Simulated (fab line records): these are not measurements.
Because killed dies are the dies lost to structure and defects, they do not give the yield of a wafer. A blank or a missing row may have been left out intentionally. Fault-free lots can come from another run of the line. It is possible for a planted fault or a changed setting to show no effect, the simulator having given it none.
Which of the tools did it? / flow gf180mcu / 18 wafers from 6 lots sampled at 2 of the route's 602 steps

WHAT EACH GAUGE READ, for each wafer
GF_VT_IMPLANT_OVL_MEAS_07.
lot=L482; measured=day 6 00:02; on=overlay-02; VT_IMPLANT_OVL (nm)=-2.3 -2.3 -1.0
lot=L485; measured=day 6 17:50; on=overlay-02; VT_IMPLANT_OVL (nm)=1.2 2.3 0.5
lot=L488; measured=day 7 11:58; on=overlay-02; VT_IMPLANT_OVL (nm)=0.3 -1.3 -0.5
lot=L491; measured=day 8 07:02; on=overlay-01; VT_IMPLANT_OVL (nm)=- - -
lot=L500; measured=day 10 10:09; on=overlay-02; VT_IMPLANT_OVL (nm)=-2.0 -2.7 -1.5
lot=L502; measured=day 10 22:41; on=overlay-01; VT_IMPLANT_OVL (nm)=-0.3 -0.2 -1.5

EACH LOT AND THE TOOL THAT RAN IT (in order: tool; ch and the chambers of the sampled wafers; start)
lot=L482; GF_VT_IMPLANT_EXPOSE_04=iline-stepper-01 ch 0, day 5 16:25
lot=L485; GF_VT_IMPLANT_EXPOSE_04=iline-stepper-01 ch 0, day 6 10:23
lot=L488; GF_VT_IMPLANT_EXPOSE_04=iline-stepper-02 ch 0, day 7 04:26
lot=L491; GF_VT_IMPLANT_EXPOSE_04=iline-stepper-01 ch 0, day 7 22:41
lot=L500; GF_VT_IMPLANT_EXPOSE_04=iline-stepper-01 ch 0, day 10 01:16
lot=L502; GF_VT_IMPLANT_EXPOSE_04=iline-stepper-01 ch 0, day 10 14:50
- GF_VT_IMPLANT_EXPOSE_04: exposes mask LVPWELL LV AREA, target cd 600 nm.

THE ANSWER, worked out from the rows above alone
Rule: usual is defined by the lots themselves. The widest of any qualifying gaps counts: lots, ordered by their means at a reading, are off when they make up no more than a third of the lots, leave a main group of 4 or more, and stand apart from it by 3 or more times the standard deviation of that group's means. A main group whose means are all the same, to the digits that the tables above print for the reading, isn't used. Also off: a lot with no number at a reading for which 4 or more lots have one. Where the step has rows for the other lots, those lots are counted as sound.
Off: L491, at GF_VT_IMPLANT_OVL_MEAS_07 (VT_IMPLANT_OVL). Without a number there: L491. Mean -0.8 nm and standard deviation 1.2 in the main group.
If a tool, at a process step before that reading, ran all the lots that are off and no sound lot after the first of them, it fits. Gauges at GF_VT_IMPLANT_OVL_MEAS_07: tried the same way as those tools. None of those tried fits.

WHAT WAS PUT IN BY THE SIMULATOR
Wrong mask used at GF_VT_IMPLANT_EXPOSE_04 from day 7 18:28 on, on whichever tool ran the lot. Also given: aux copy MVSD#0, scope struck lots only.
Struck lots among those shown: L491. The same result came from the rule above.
